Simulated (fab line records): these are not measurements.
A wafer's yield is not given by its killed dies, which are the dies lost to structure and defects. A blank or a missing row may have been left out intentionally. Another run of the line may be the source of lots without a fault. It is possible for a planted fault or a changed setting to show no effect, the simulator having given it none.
8D (eight disciplines) problem report, filled in by code + flow gf180mcu + the parts of the form that need people (team, actions taken, sign-off) are left out

== 1. THE ISSUE ==
Mean of chamber-pressure-Torr at GF_V5_CVD_23: 38.60 Torr across 6 wafers in 2 lots; on wafers with no fault it is 39.98 Torr (standard deviation 0.086). Measured from the usual mean, that is -16 standard deviations.
The step: deposits W, target thk 350 nm, time 104.9 s.
Seen first at day 30 02:55 on cvd-w-01, wafer L955.2. Wafers with a number at this step in the record: 18, from 6 lots. By rule, "out" or "out of limits" means more than 4 standard deviations away from the usual mean. All remaining wafers that have a number are taken as sound.

== 2. WHAT IT IS; WHAT IT IS NOT ==
| question                    | is                     | is not                                                                   |
|-----------------------------|------------------------|--------------------------------------------------------------------------|
| which readings at this step | chamber-pressure-Torr  | heater-power-w                                                           |
| which lots                  | L955, L956             | L949, L950, L965, L966                                                   |
| which wafers of those lots  | all that have a number | -                                                                        |
| read on which tools         | cvd-w-01               | cvd-w-02                                                                 |
| when                        | from day 30 02:55      | up to then (6 sound wafers); but 6 sound wafers of L965, L966 came after |

== 3. SUSPECTS, AND WHAT RULES EACH OUT ==
Counting: a tool stays on the suspect list if, at a process step up to the reading, it processed all lots that are out and no sound lot following the first of them.
- rie-diel-03 at GF_V5_ETCH_16 (etches BARC in N2/H2): ruled out as a lasting fault. Sound lots L965, L966 ran on it after its first lot that is out, L955 (day 30 02:08).
- rie-diel-03 at GF_V5_ETCH_17 (etches SiO2 in C4F8/O2/Ar, stops on TiN, target depth 855 nm): ruled out as a lasting fault. Sound lots L965, L966 ran on it after its first lot that is out, L955 (day 30 02:17). GF_V5_ETCH_17: start missing for some lots; hours and lot order therefore follow GF_V5_STRIP_18.
- cvd-w-01 at GF_V5_CVD_23 (deposits W, target thk 350 nm, time 104.9 s): ruled out as a lasting fault. Sound lots L965 ran on it after its first lot that is out, L955 (day 30 02:55).
Left after counting: nothing in the record.

== 4. THE CAUSE (what the simulator had put in) ==
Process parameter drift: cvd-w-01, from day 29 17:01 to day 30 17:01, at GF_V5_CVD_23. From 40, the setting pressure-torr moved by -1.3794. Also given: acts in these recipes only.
Counting ruled it out, wrongly.

== 5. THE CHAIN OF EFFECTS, in route order ==
Rows list readings where the struck wafers' mean (over those with a number) sits beyond 3 standard deviations from the usual. Only readings whose record carries a usual standard deviation are examined. hours: median over the lots of the time between each lot's start at the first step of this table that gives one and its start at this step. sigmas: the change, counted in usual standard deviations.
| hours | step         | reading               | usual      | on struck wafers | change | sigmas |
|-------|--------------|-----------------------|------------|------------------|--------|--------|
| 0     | GF_V5_CVD_23 | chamber-pressure-Torr | 39.98 Torr | 38.60            | -1.38  | -16    |
The process steps in it:
- GF_V5_CVD_23: deposits W, target thk 350 nm, time 104.9 s.
Later steps that measure or inspect, where all struck wafers having a row at the step show a number for every such reading and not one has moved that far: GF_V5_RS_MEAS_24.

== 6. WHAT WOULD HAVE CAUGHT IT SOONER ==
In this record no reading fell out of limits until day 30 02:55, 10 hours after the fault had begun at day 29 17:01.
